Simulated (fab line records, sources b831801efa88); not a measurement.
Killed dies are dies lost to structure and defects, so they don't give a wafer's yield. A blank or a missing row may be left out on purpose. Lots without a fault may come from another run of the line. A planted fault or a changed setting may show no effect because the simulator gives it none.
A struck lot beside a sound one | flow gf180mcu | 27 steps out of a route of 602
Sound: wafers L994.2, L994.3, L994.4. Struck: wafers L100.1, L100.3, L100.6. The cause comes at the end.
At each step with rows: each side's tool, then ch and its chambers, then its first start. Under that, the readings that differ: sound wafers | struck wafers | difference of the means | sigmas: that difference in standard deviations of wafers without a fault.
alike: readings whose means differ by less than 2 such deviations, and words and numbers that are the same on both sides. not compared: withheld readings, readings that some wafer has no value for, bounds like >300 that may hide the same value, and numbers for which the record gives no deviation and whose values overlap.
The two part at a step that has a row with sigmas, a row that says differs or no value, or rows on one side only. Numbers that don't overlap but have no deviation are shown without sigmas and don't part them. A reading that every wafer of one side lacks parts them only if that side has two wafers or more.

first, 1 step without rows for these wafers: GF_V2_ETCH_16 (etches BARC in N2/H2).
GF_V2_ETCH_17: etches SiO2 in C4F8/O2/Ar, stops on TiN, target depth 630 nm.
  sound on rie_diel-01 ch 1,3; struck on rie_diel-03 ch 0,1,2
  alike: oes_product_au
then, 3 steps without rows for these wafers: GF_V2_STRIP_18 (strips in O2/N2); GF_V2_STRIP_19 (strips in post etch residue remover, time 1200 s); GF_V2_CLEAN_20 (cleans in DIW).
GF_V2_SPUTTER_21: material Ti, target thk 15 nm, time 80.02 s.
  sound on pvd_sputter-01, day 20 13:34; struck on pvd_sputter-02, day 22 15:09
  alike: cathode_dc_power_W, chamber_pressure_pa, throttle_valve_pct
GF_V2_SPUTTER_22: material TiN, target thk 10 nm, time 40 s.
  sound on pvd_sputter-01, day 20 13:37; struck on pvd_sputter-02, day 22 15:13
  alike: cathode_dc_power_W, chamber_pressure_pa, throttle_valve_pct
then, 1 step without rows for these wafers: GF_V2_CVD_23 (deposits W, target thk 350 nm, time 104.94 s).
GF_V2_RS_MEAS_24: measures by four-point-probe.
  sound on film_metro-04, day 20 13:47; struck on film_metro-02, day 22 15:22
  alike: V2_W_RS
GF_V2_THK_MEAS_25: measures by xrf.
  sound on film_metro-04, day 20 13:54; struck on film_metro-02, day 22 15:29
  alike: V2_W_THK
then, 1 step without rows for these wafers: GF_V2_CMP_26 (polishes, stops on SiO2, t overpolish 15 s, target thk 0 nm).
GF_M3_SPUTTER_00: material Ti, target thk 37.5 nm, time 150 s.
  sound on pvd_sputter-01, day 20 14:15; struck on pvd_sputter-03, day 22 15:50
  alike: cathode_dc_power_W, chamber_pressure_pa, throttle_valve_pct
GF_M3_SPUTTER_01: material TiN, target thk 30 nm, time 25 s.
  sound on pvd_sputter-01, day 20 14:21; struck on pvd_sputter-03, day 22 15:56
  no value came back on the struck wafers for cathode_dc_power_W (W), chamber_pressure_pa (Pa), throttle_valve_pct (%); on the sound wafers cathode_dc_power_W (W) reads 6499.5 6500.7 6500.4
then, 10 steps without rows for these wafers: GF_M3_SPUTTER_02 (material AlCu, target thk 450 nm, time 23.9 s); GF_M3_SPUTTER_03 (material Ti, target thk 10 nm, time 6.7 s); GF_M3_SPUTTER_04 (material TiN, target thk 50 nm, time 41.7 s); GF_M3_DEHYDRATE_07 (time 60 s); GF_M3_HMDS_08 (prime time 60 s); GF_M3_COAT_09 (resist thk 1000 nm); GF_M3_SOFTBAKE_10 (time 60 s); GF_M3_EXPOSE_11 (exposes mask Metal3, target cd 280 nm); GF_M3_PEB_12 (peb time 90 s); GF_M3_DEVELOP_13 (develop time 60 s).
GF_M3_CD_MEAS_14: target cd 280 nm.
  sound on cd_sem-02, day 21 14:41; struck on cd_sem-01, day 23 14:07
  alike: cd_nm
GF_M3_OVL_MEAS_15:
  sound on overlay-02, day 21 14:47; struck on overlay-02, day 23 14:14
  alike: M3_OVL
GF_M3_METAL_ETCH_16: etches the open film in Cl2/BCl3, stops on SiO2, target depth 627.5 nm, time 104.6 s.
  sound on rie_metal-02 ch 0,1, day 21 14:49; struck on rie_metal-02 ch 0,1, day 23 14:16
  reading                | sound                | struck               | difference | sigmas
  oes_product_au (a.u.)  | 0.976 0.977 0.976    | 0.928 0.946 0.932    | -0.041     | -6
  throttle_valve_pct (%) | 28.258 28.235 28.240 | 28.287 28.284 28.289 | +0.042     | +4
  alike: drypump_motor_current_A
  not compared: rf_hours_counter_h
GF_M3_STRIP_17: strips in O2/N2.
  sound on plasma_asher-04 ch 0,1, day 21 14:56; struck on plasma_asher-02 ch 1, day 23 14:23
  reading            | sound       | struck      | difference | sigmas
  heater_power_w (W) | 359 355 332 | 292 291 293 | -57        | -3
  alike: drypump_motor_current_A, oes_product_au, strip_time_to_endpoint_s
  not compared: rf_hours_counter_h

WHERE THEY PART
First at GF_M3_SPUTTER_01; last, within this record, at GF_M3_STRIP_17.

WHY: what the simulator had put in
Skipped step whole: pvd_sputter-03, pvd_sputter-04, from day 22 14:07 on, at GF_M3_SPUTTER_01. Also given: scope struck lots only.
